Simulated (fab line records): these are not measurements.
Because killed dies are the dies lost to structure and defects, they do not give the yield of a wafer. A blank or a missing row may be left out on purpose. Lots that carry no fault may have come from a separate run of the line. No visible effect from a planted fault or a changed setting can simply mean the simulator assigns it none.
One fault seen from 2 desks || flow sky130 || each desk holds nothing but its own numbers, with what lay behind them at the end

== AT THE TOOL OWNER'S DESK: ilineStepper-01 ==
The tool's own readings at SKY_SONOS_ONO_EXPOSE_10 (exposes mask ONOM, target cd 410 nm): means of the sampled wafers that have a number, for each lot that ran on this tool. A lot is out of limits, marked OUT, if its mean lies more than 4 standard deviations from the usual mean; the brackets give that distance.
Columns: A = exposureDoseMJCm2 at SKY_SONOS_ONO_EXPOSE_10, usual 149.95
{"lot": "L253", "first seen here": "day 12 17:09", "A": 149.85}
{"lot": "L256", "first seen here": "day 13 16:26", "A": 149.74}
{"lot": "L258", "first seen here": "day 14 06:20", "A": "159.55 (+69) OUT"}
{"lot": "L259", "first seen here": "day 15 01:07", "A": "157.47 (+54) OUT"}
{"lot": "L260", "first seen here": "day 15 17:22", "A": "156.18 (+45) OUT"}
{"lot": "L262", "first seen here": "day 16 07:31", "A": "154.98 (+36) OUT"}
This desk's verdict: out of limits on L258, L259, L260, L262, starting with L258 at day 14 06:20 (exposureDoseMJCm2 at SKY_SONOS_ONO_EXPOSE_10). L253, L256: within limits.

== FROM THE METROLOGY DESK ==
Means of the sampled wafers that have a number, per lot and without regard to the tool the lot ran on: this is what the gauges read. A lot is out of limits, marked OUT, if its mean lies more than 4 standard deviations from the usual mean; the brackets give that distance.
Columns: A = cdNm at SKY_SONOS_ONO_CD_MEAS_13, usual 410.4 nm; B = GATE_OXIDE_TW at SKY_GATE_OXIDE_TW_MEAS_14, usual 222.9
{"lot": "L252", "first seen here": "day 12 21:19", "A": 413.4, "B": 225.1}
{"lot": "L253", "first seen here": "day 13 05:43", "A": 409.6, "B": 225.2}
{"lot": "L255", "first seen here": "day 13 23:46", "A": 411.3, "B": 222.7}
{"lot": "L256", "first seen here": "day 14 04:55", "A": 409.6, "B": 220.5}
{"lot": "L257", "first seen here": "day 14 13:44", "A": 408.1, "B": 221.3}
{"lot": "L258", "first seen here": "day 14 18:59", "A": "393.3 (-8.6) OUT", "B": 223.4}
{"lot": "L259", "first seen here": "day 15 14:47", "A": "395.2 (-7.6) OUT", "B": 222.3}
{"lot": "L260", "first seen here": "day 16 06:46", "A": "399.3 (-5.5) OUT", "B": 221.0}
{"lot": "L262", "first seen here": "day 16 20:56", "A": 402.8, "B": 221.7}
{"lot": "L265", "first seen here": "day 17 16:58", "A": 406.6, "B": 222.0}
{"lot": "L267", "first seen here": "day 18 03:10", "A": 410.6, "B": 225.4}
{"lot": "L271", "first seen here": "day 19 11:50", "A": 413.1, "B": 222.9}
This desk's verdict: out of limits on L258, L259, L260, starting with L258 at day 14 18:59 (cdNm at SKY_SONOS_ONO_CD_MEAS_13). L252, L253, L255, L256, L257, L262, L265, L267, L271: within limits.

== ALL TOGETHER ==
The tool owner's desk had the chance to raise an alarm at day 14 06:20 on L258, L259, L260, L262.
An alarm was possible from the metrology desk at day 14 18:59, on L258, L259, L260.
The metrology desk has L262 on record, within its limits.
Every lot named ran SKY_SONOS_ONO_EXPOSE_10 on ilineStepper-01.

== WHAT WAS PUT IN BY THE SIMULATOR ==
Process parameters drifting: ilineStepper-01 at SKY_SONOS_ONO_EXPOSE_10, beginning at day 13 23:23. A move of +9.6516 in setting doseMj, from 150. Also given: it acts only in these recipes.
Shown lots that were struck: L258, L259, L260, L262.
Time in hours from fault onset to the first out-of-limits reading at each desk: tool owner's desk 7, metrology desk 20.
